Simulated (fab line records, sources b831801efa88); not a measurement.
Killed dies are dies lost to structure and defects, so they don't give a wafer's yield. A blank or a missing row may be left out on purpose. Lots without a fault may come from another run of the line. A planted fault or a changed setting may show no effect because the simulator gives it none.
A struck lot beside a sound one | flow sfq_line | 20 steps out of a route of 325
Sound: wafers L490.1, L490.3, L490.6. Struck: wafers L489.1, L489.3, L489.6. The cause comes at the end.
At each step with rows: each side's tool, then ch and its chambers, then its first start. Under that, the readings that differ: sound wafers | struck wafers | difference of the means | sigmas: that difference in standard deviations of wafers without a fault.
alike: readings whose means differ by less than 2 such deviations, and words and numbers that are the same on both sides. not compared: withheld readings, readings that some wafer has no value for, bounds like >300 that may hide the same value, and numbers for which the record gives no deviation and whose values overlap.
The two part at a step that has a row with sigmas, a row that says differs or no value, or rows on one side only. Numbers that don't overlap but have no deviation are shown without sigmas and don't part them. A reading that every wafer of one side lacks parts them only if that side has two wafers or more.

first, 3 steps without rows for these wafers: SFQ_TRILAYER_C5_LITHO_EXPOSE_152 (exposes mask C5, target cd 500 nm); SFQ_TRILAYER_C5_LITHO_PEB_154 (peb time 60 s); SFQ_TRILAYER_C5_LITHO_DEVELOP_153 (time 60 s).
SFQ_C5_OVL_MEAS_937:
  sound on overlay-01, day 73 09:11; struck on overlay-01, day 72 22:23
  alike: C5_OVL
SFQ_TRILAYER_C5_BARC_OPEN_VIA_ETCH_210: etches BARC in O2, target depth 125 nm, time 41.7 s.
  sound on rie_diel-01 ch 1,2, day 73 09:13; struck on rie_diel-02 ch 0,2, day 72 22:25
  alike: drypump_motor_current_A, oes_product_au
  not compared: rf_hours_counter_h
SFQ_TRILAYER_C5_ETCH_VIA_ETCH_154: etches SiO2 in CHF3, stops on Nb, target depth 84 nm.
  sound on rie_diel-01 ch 1,2, day 73 09:15; struck on rie_diel-02 ch 0,2, day 72 22:27
  alike: drypump_motor_current_A, oes_product_au
SFQ_TRILAYER_C5_STRIP_STRIP_155: strips in O2.
  sound on rie_metal-03 ch 0,1, day 73 09:18; struck on rie_metal-02 ch 0,1, day 72 22:30
  alike: drypump_motor_current_A, oes_product_au
  not compared: rf_hours_counter_h
then, 2 steps without rows for these wafers: SFQ_TRILAYER_C5_STRIP_SOLV_CLEAN_156 (cleans in NMP, time 600 s); SFQ_TRILAYER_M6_DEP_PRE_CLEAN_158 (time 22.5 s).
SFQ_TRILAYER_M6_DEP_SPUTTER_157: material Nb, target thk 200 nm, time 133.3 s.
  sound on pvd_sputter-05, day 73 10:06; struck on pvd_sputter-03, day 72 23:18
  alike: throttle_valve_pct
SFQ_M6_RS_MEAS_938: measures by four-point-probe.
  sound on film_metro-02, day 73 10:11; struck on film_metro-04, day 72 23:23
  alike: M6_NB_RS
SFQ_TRILAYER_M6_LITHO_COAT_164: resist thk 62 nm.
  sound on litho_track-04 ch 0, day 73 10:22; struck on litho_track-02 ch 0, day 72 23:34
  reading                                              | sound                | struck               | difference | sigmas
  spin_speed_rpm (rpm)                                 | 2999.1 3001.3 2999.8 | 2576.2 2577.1 2574.7 | -424.1     | -99 or more
  model.BARC_of_TRILAYER_M6_LITHO_COAT_164.thk_nm (nm) | 61.62 61.66 61.59    | 66.81 66.79 66.86    | +5.20      |
then, 5 steps without rows for these wafers: SFQ_TRILAYER_M6_LITHO_COAT_159 (resist thk 600 nm); SFQ_TRILAYER_M6_LITHO_SOFTBAKE_163; SFQ_TRILAYER_M6_LITHO_EXPOSE_160 (exposes mask M6, target cd 500 nm); SFQ_TRILAYER_M6_LITHO_PEB_162 (peb time 60 s); SFQ_TRILAYER_M6_LITHO_DEVELOP_161 (time 60 s).
-- the record jumps here: 4 days lie between the struck wafers' starts before and after --
SFQ_M6_OVL_MEAS_940:
  sound on overlay-02, day 77 16:48; struck on overlay-01, day 77 04:48
  alike: M6_OVL
SFQ_TRILAYER_M6_BARC_OPEN_METAL_ETCH_206: etches BARC in O2, target depth 125 nm, time 41.7 s.
  sound on rie_metal-01 ch 0,1, day 77 16:50; struck on rie_metal-03 ch 0,1, day 77 04:50
  reading                  | sound             | struck            | difference | sigmas
  oes_product_au (a.u.)    | 0.687 0.680 0.686 | 0.716 0.712 0.709 | +0.028     | +6
  model.etch.depth_nm (nm) | 61.62 61.66 61.59 | 66.81 66.79 66.86 | +5.20      |
  alike: drypump_motor_current_A
  not compared: rf_hours_counter_h
SFQ_TRILAYER_M6_ETCH_METAL_ETCH_162: etches Nb in Cl2/Ar, stops on SiO2, target depth 240 nm, time 120 s.
  sound on rie_metal-01 ch 0,1, day 77 16:54; struck on rie_metal-03 ch 0,1, day 77 04:54
  alike: drypump_motor_current_A, oes_product_au
  not compared: rf_hours_counter_h

WHERE THEY PART
First at SFQ_TRILAYER_M6_LITHO_COAT_164; last, within this record, at SFQ_TRILAYER_M6_BARC_OPEN_METAL_ETCH_206. Later steps at which nothing parts them and some readings are alike: SFQ_TRILAYER_M6_ETCH_METAL_ETCH_162.

WHY: what the simulator had put in
Process parameter drift: litho_track-02, from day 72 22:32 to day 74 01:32, at SFQ_TRILAYER_M6_LITHO_COAT_164. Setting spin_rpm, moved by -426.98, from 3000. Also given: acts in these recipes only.
